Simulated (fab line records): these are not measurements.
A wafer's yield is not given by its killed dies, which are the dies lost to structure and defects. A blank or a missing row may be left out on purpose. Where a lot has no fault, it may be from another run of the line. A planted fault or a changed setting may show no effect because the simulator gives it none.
fab line records | flow sky130
record: lots: 6 wafers: 18 last-day: 49
route steps=708 shown METAL2@503 VIA2@507 PAD_OPEN@708
lots with no fault: from the same line, run without faults
start-h: hours from the record's first day to the start of the lot's first wafer shown | wait-h: time in hours since the lot's previous step | " the same as in the row above | L1.1+2: several wafers, shown together as one row | - value missing, or start not given | * or withheld: withheld | < > ~ a bound
route shown NAME@n: a module of which the file shows steps, and the number in the route of the first | usual: the fault-free wafers' mean and standard deviation | same: alike in all rows | chamber/n: place in a boat | sites: each site's reading | _std_site: standard deviation of those values | _edge_site: outer sites' mean less inner sites' | radius-mm: how far each site lies from the wafer's centre | mask NAME#n: copy n | behind: tool/chamber where the wafer was last shaped | hold: what put the lot on hold/how long, in hours/how the hold closed | device: the transistor (n, p or np) that didn't switch | end of line: the tests these same wafers got at the end of their route | a step without rows: its recipe alone | killed: count of dies lost to structure and defects at first sort (not the wafer's yield) | map: shows each die of a wafer: x if killed, . if not, _ if none is there
set.NAME: the setting as run; set.NAME@STEP: as run at that earlier step | model.NAME: the simulator's own value behind a step, which no gauge read
a table for each step, a row for each wafer; lots at some steps of the route
services: when a tool's chamber went out of use (start-h, in hours from the record's first day, below 0 if earlier), for how many hours, and the reason
== steps ==
step: SKY_METAL2_STRIP_20
recipe: chemistry: O2/N2 power-w: 1400 pressure-mtorr: 1500 platen-temp-c: withheld o2-flow-sccm: 3000 n2-flow-sccm: 300 overash-fraction: 0.5
usual: drypump-motor-current-A: 5.8/0.47 oes-product-au: 0.343/0.004 strip-time-to-endpoint-s: 2.71/0.051
columns lot.wafer tool chamber start-h wait-h drypump-motor-current-A oes-product-au rf-hours-counter-h strip-time-to-endpoint-s
L714.3 plasma-asher-01 1 889.63 0.1 5.0 0.350 - 2.74
L714.4 " 0 " " 6.4 0.342 - 2.61
L714.5 " 0 " " 6.4 0.338 - 2.61
L715.2 plasma-asher-02 1 891.15 0.1 5.4 0.335 44 2.70
L715.3 " 1 " " 5.5 0.344 - 2.66
L715.5 " 0 " " 6.4 0.346 - 2.65
L717.1 plasma-asher-03 1 913.90 0.1 5.6 0.349 78 2.73
L717.3 " 0 " " 5.9 0.343 - 2.78
L717.4 " 1 " " 5.6 0.345 - 2.73
L720.1 plasma-asher-03 0 937.02 0.1 5.9 0.345 80 2.72
L720.3 " 0 " " 5.9 0.347 - 2.71
L720.6 " 1 " " 5.6 0.344 - 2.71
L723.2 plasma-asher-01 1 957.22 0.1 5.0 0.341 22 2.72
L723.3 " 0 " " 6.4 0.335 - 2.70
L723.5 " 1 " " 5.0 0.343 - 2.70
L726.2 plasma-asher-03 0 964.60 0.1 5.9 0.345 83 2.70
L726.4 " 1 " " 5.6 0.344 - 2.75
L726.6 " 0 " " 5.9 0.344 - 2.75
step: SKY_METAL2_STRIP_21
recipe: chemistry: post-etch-residue-remover time-s: 1200 temp-c: 72.5
step: SKY_METAL2_CLEAN_22
recipe: chemistry: IPA time-s: 180 temp-c: 25
step: SKY_METAL2_CLEAN_23
recipe: chemistry: O3/DIW dry: n2-spin
step: SKY_VIA2_HDPCVD_00
recipe: material: SiO2 target-thk-nm: 1180 sigma-open-frac: 0.3 time-s: 196.7 temp-c: 400 sih4-flow-sccm: 60 pressure-mtorr: 6
step: SKY_VIA2_THK_MEAS_01
recipe: reads: SiO2_of_VIA2_HDPCVD_00
usual: VIA2_HDPCVD_THK: 1173/14
columns lot.wafer tool chamber start-h wait-h VIA2_HDPCVD_THK[nm]
L714.3 film-metro-01 - 890.42 0.1 1175
L714.4 " - " " 1163
L714.5 " - " " 1175
L715.2 film-metro-04 - 892.39 0.1 1176
L715.3 " - " " 1164
L715.5 " - " " 1164
L717.1 film-metro-03 - 914.62 0.1 1171
L717.3 " - " " 1167
L717.4 " - " " 1169
L720.1 film-metro-01 - 937.74 0.1 1182
L720.3 " - " " 1168
L720.6 " - " " 1182
L723.2 film-metro-01 - 957.95 0.1 1179
L723.3 " - " " 1204
L723.5 " - " " 1198
L726.2 film-metro-01 - 965.39 0.1 1161
L726.4 " - " " 1169
L726.6 " - " " 1166
step: SKY_VIA2_CMP_02
recipe: material: SiO2 down-force-psi: 4 platen-rpm: 60 pad-velocity-m-s: 0.94248
usual: motor-current-A: 12.2/0.93 slurry-filter-dp-kPa: 13.48/0.14
columns lot.wafer tool chamber start-h wait-h motor-current-A slurry-filter-dp-kPa
L714.4 cmp-01 2 890.46 0.0 12.6 13.36
L714.3 " 0 " " 10.5 13.57
L714.5 " 2 " " 13.1 13.33
L715.3 cmp-01 0 892.44 0.0 11.2 13.68
L715.2 " 1 " " 11.7 13.63
L715.5 " 0 " " 10.9 13.41
L717.1 cmp-02 0 914.68 0.1 11.6 13.61
L717.4 " 1 " " 12.3 13.55
L717.3 " 3 " " 11.6 13.50
L720.1 cmp-01 1 938.07 0.3 11.4 13.26
L720.3 " 2 " " 13.0 13.57
L720.6 " 0 " " 11.2 13.41
L723.3 cmp-01 3 958.10 0.1 10.8 13.52
L723.2 " 0 " " 10.5 13.47
L723.5 " 1 " " 11.2 13.26
L726.2 cmp-02 0 965.54 0.1 11.8 13.52
L726.4 " 1 " " 11.9 13.34
L726.6 " 1 " " 12.0 13.46
step: SKY_VIA2_BOW_MEAS_03
recipe: mode: bow
usual: VIA2_BOW: 87/7.9
columns lot.wafer tool chamber start-h wait-h VIA2_BOW[um]
L714.3 film-metro-03 - 890.80 0.2 85
L714.4 " - " " 88
L714.5 " - " " 80
L715.2 film-metro-01 - 892.76 0.2 85
L715.3 " - " " 91
L715.5 " - " " 77
L717.1 film-metro-01 - 914.98 0.2 88
L717.3 " - " " 89
L717.4 " - " " 76
L720.1 film-metro-03 - 938.36 0.2 83
L720.3 " - " " 82
L720.6 " - " " 80
L723.2 film-metro-04 - 958.32 0.1 84
L723.3 " - " " 97
L723.5 " - " " 88
L726.2 film-metro-04 - 965.86 0.3 73
L726.4 " - " " 92
L726.6 " - " " 89
step: SKY_VIA2_DEHYDRATE_04
recipe: temp-c: 200 time-s: 60
step: SKY_VIA2_HMDS_05
recipe: prime-time-s: 60 prime-temp-c: 120
step: SKY_VIA2_COAT_06
recipe: resist: BARC temp-c: withheld time-s: withheld spin-rpm: 3000 resist-thk-nm: 60
step: SKY_VIA2_COAT_07
recipe: resist: KrF-thick spin-rpm: 3000 resist-thk-nm: 450
step: SKY_VIA2_SOFTBAKE_08
recipe: temp-c: 100 time-s: 90 resist: KrF-thick
usual: exhaust-pa: 45.0/1 heater-power-total-W: 57.35/0.11 run-length-s: 119.17/0.16
columns lot.wafer tool chamber start-h wait-h exhaust-pa heater-power-total-W run-length-s
L714.3 litho-track-04 0 903 - 45.9 57.25 119.04
L714.4 " 0 " " 46.0 57.36 119.00
L714.5 " 0 " " 46.3 57.20 119.23
L715.2 litho-track-02 0 905 - 46.6 57.23 118.95
L715.3 " 0 " " 46.5 57.48 119.02
L715.5 " 0 " " 46.7 57.40 118.96
L717.1 litho-track-04 0 926 - 44.8 60.46 105.06
L717.3 " 0 " " 46.5 60.78 104.96
L717.4 " 0 " " 44.2 60.83 105.18
L720.1 litho-track-04 0 949 - 44.8 60.59 105.04
L720.3 " 0 " " 45.2 60.56 105.10
L720.6 " 0 " " 45.0 60.48 105.05
L723.2 litho-track-03 0 970 - 44.7 57.27 119.39
L723.3 " 0 " " 44.7 57.42 119.56
L723.5 " 0 " " 45.5 57.28 119.38
L726.2 litho-track-03 0 977 - 47.0 57.35 119.42
L726.4 " 0 " " 46.0 57.30 119.36
L726.6 " 0 " " 46.0 57.35 119.23
step: SKY_VIA2_EXPOSE_09
recipe: mask-id: VIM2 na: 0.8 source-shape: annular sigma-inner: 0.55 sigma-outer: 0.85 target-cd-nm: 200 dose-mj: 38
step: SKY_PAD_OPEN_PROBE_99
usual: defect-limited-yield: 82.4/1.7 killed_at_M0_to_M3: 44/6.9 killed_at_M4_up: 3.3/1.7 killed-at-contacts: 24/4.7 killed-at-front-end: 15/4.5 killed-at-other: 0.2/0.49 killed-dies: 86/8.4 killed-open: 47/6.5 killed-short: 39/6 sort_bin_3_pad_short: 0.9/0.4 sort_bin_5_function: 10.4/1.5 sort_bin_6_memory: 6.3/1 sort-n-pass: 406/8.4 sort-yield-pct: 82.4/1.7
same: gross-dies: 492 killed-at-back-side: 0 sort_bin_4_leakage[%]: 0 sort_bin_8_speed[%]: 0
columns lot.wafer tool chamber start-h wait-h defect-limited-yield[%] killed_at_M0_to_M3 killed_at_M4_up killed-at-contacts killed-at-front-end killed-at-other killed-dies killed-open killed-short sort_bin_3_pad_short[%] sort_bin_5_function[%] sort_bin_6_memory[%] sort-n-pass sort-yield-pct[%]
L717.1 prober-02 - 1146.82 0.1 80.3 40 2 38 17 0 97 59 38 0.8 12.2 6.7 395 80.3
L717.3 prober-02 - 1146.92 0.2 84.6 43 3 20 10 0 76 48 28 1.0 8.9 5.5 416 84.6
L717.4 prober-02 - 1146.97 0.2 82.5 38 2 33 13 0 86 48 38 1.0 10.0 6.5 406 82.5
L723.2 prober-01 - 1179.46 0.1 82.1 48 4 22 13 1 88 49 39 1.0 9.8 7.1 404 82.1
L723.3 prober-01 - 1179.51 0.2 79.9 54 2 24 19 0 99 52 47 0.6 13.0 6.5 393 79.9
L723.5 prober-01 - 1179.61 0.2 82.3 49 5 26 7 0 87 41 46 0.4 10.8 6.5 405 82.3
killed by level:class
L717.1 VIA1:geometric-particle:open=11 CONTACT:geometric-particle:open=11 LI_CONTACT:geometric-particle:open=10 VIA3:geometric-particle:open=7 CONTACT:geometric-particle:short=6 FIELD_ISO:geometric-particle:open=5 LOCAL_INTERCONNECT:geometric-particle:short=5 VIA2:geometric-particle:open=4
L717.3 VIA1:geometric-particle:open=13 VIA3:geometric-particle:open=10 VIA2:geometric-particle:open=8 CONTACT:geometric-particle:open=5 LI_CONTACT:geometric-particle:open=4 FIELD_ISO:geometric-particle:short=3 POLY_GATE:geometric-particle:short=3 LI_CONTACT:geometric-particle:short=3
L717.4 CONTACT:geometric-particle:short=9 CONTACT:geometric-particle:open=9 VIA1:geometric-particle:open=8 LI_CONTACT:geometric-particle:open=7 VIA2:geometric-particle:open=6 FIELD_ISO:geometric-particle:open=4 FIELD_ISO:geometric-particle:short=4 LI_CONTACT:geometric-particle:short=4
L723.2 VIA1:geometric-particle:open=10 FIELD_ISO:geometric-particle:open=7 LI_CONTACT:geometric-particle:open=7 CONTACT:geometric-particle:open=7 VIA2:geometric-particle:open=7 VIA1:geometric-particle:short=6 VIA2:geometric-particle:short=5 METAL3:geometric-particle:short=4
L723.3 VIA1:geometric-particle:open=13 LI_CONTACT:geometric-particle:open=10 VIA3:geometric-particle:open=8 VIA2:geometric-particle:open=8 POLY_GATE:geometric-particle:short=6 CONTACT:geometric-particle:short=5 METAL1:geometric-particle:short=5 VIA1:geometric-particle:short=5
L723.5 CONTACT:geometric-particle:short=9 VIA1:geometric-particle:open=9 CONTACT:geometric-particle:open=8 METAL2:geometric-particle:short=6 VIA3:geometric-particle:open=6 VIA2:geometric-particle:short=6 VIA2:geometric-particle:open=5 METAL1:geometric-particle:short=4
== services ==
columns tool chamber start-h hours kind
cmp-01 - 912.27 4.0 pm
cmp-01 - 916.27 - consumable-replace:conditioner
cmp-01 - 916.27 - consumable-replace:pad
cmp-01 - 916.27 3.3 pm
cmp-02 - 930.40 5.5 repair
cmp-02 - 935.95 4.3 pm
cmp-01 - 966.92 16.3 repair
plasma-asher-02 - 967.12 12.5 repair
== key ==
first-sign: step: SKY_VIA2_SOFTBAKE_08 reading: run-length-s direction: down sigmas: 89 usual: * struck: *
effect: step: SKY_VIA2_SOFTBAKE_08 reading: heater-power-total-W direction: up sigmas: 29 usual: * struck: *
met-at SKY_VIA2_SOFTBAKE_08
struck-wafers L717.1,L717.3,L717.4,L720.1,L720.3,L720.6
loop-trim: step: SKY_VIA2_EXPOSE_09 setting: dose lots: L720
onset-between 903 926
fault: kind: process-parameter-drift tool: litho-track-04 chamber: - onset-h: 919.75 steps: SKY_VIA2_SOFTBAKE_08 channel: time-s offset: * shape: step end-h: 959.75 acts-in: * stated: *
loop-trim: a control loop set the setting to another value than it would have without faults
